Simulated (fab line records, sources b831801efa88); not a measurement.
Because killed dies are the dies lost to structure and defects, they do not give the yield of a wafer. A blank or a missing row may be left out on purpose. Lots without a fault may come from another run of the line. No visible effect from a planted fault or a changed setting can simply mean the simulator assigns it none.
Which of the tools did it? | flow sky130 | at 1 step of a route of 708, 7 lots with 21 wafers sampled

## WHAT THE GAUGES READ, wafer by wafer
SKY_VT_ADJUST_LVTN_OVL_MEAS_07.
lot  | measured     | on         | VT_ADJUST_LVTN_OVL (nm)
L572 | day 7 06:08  | overlay-01 | -1.1 -1.3 -0.3
L574 | day 7 23:18  | overlay-01 | 2.3 1.0 -0.3
L582 | day 10 03:00 | overlay-01 | 1.1 1.2 0.5
L585 | day 10 16:03 | overlay-02 | -1.0 -1.0 -2.3
L590 | day 12 09:27 | overlay-01 | -1.0 0.2 -1.6
L592 | day 12 18:18 | overlay-01 | -0.2 0.6 -0.8
L594 | day 13 03:13 | overlay-01 | 0.6 1.5 -1.2

## WHICH TOOL RAN EACH LOT (tool, then ch and the chambers of the sampled wafers, then the start)
The record holds no process step before these readings.

## THE ANSWER, worked out from the rows above alone
Rule: what is usual is taken from the lots themselves. The widest of any qualifying gaps counts: lots, ordered by their means at a reading, are off when they make up no more than a third of the lots, leave a main group of 4 or more, and stand apart from it by 3 or more times the standard deviation of that group's means. A main group is skipped when, at the precision printed for the reading in the tables above, its means are all equal. Also off: a lot with no number at a reading for which 4 or more lots have one. Where the step has rows for the other lots, those lots are counted as sound.
No lot is off on any of the readings shown, so nothing can be concluded from this.

## WHAT HAD BEEN PUT IN BY THE SIMULATOR
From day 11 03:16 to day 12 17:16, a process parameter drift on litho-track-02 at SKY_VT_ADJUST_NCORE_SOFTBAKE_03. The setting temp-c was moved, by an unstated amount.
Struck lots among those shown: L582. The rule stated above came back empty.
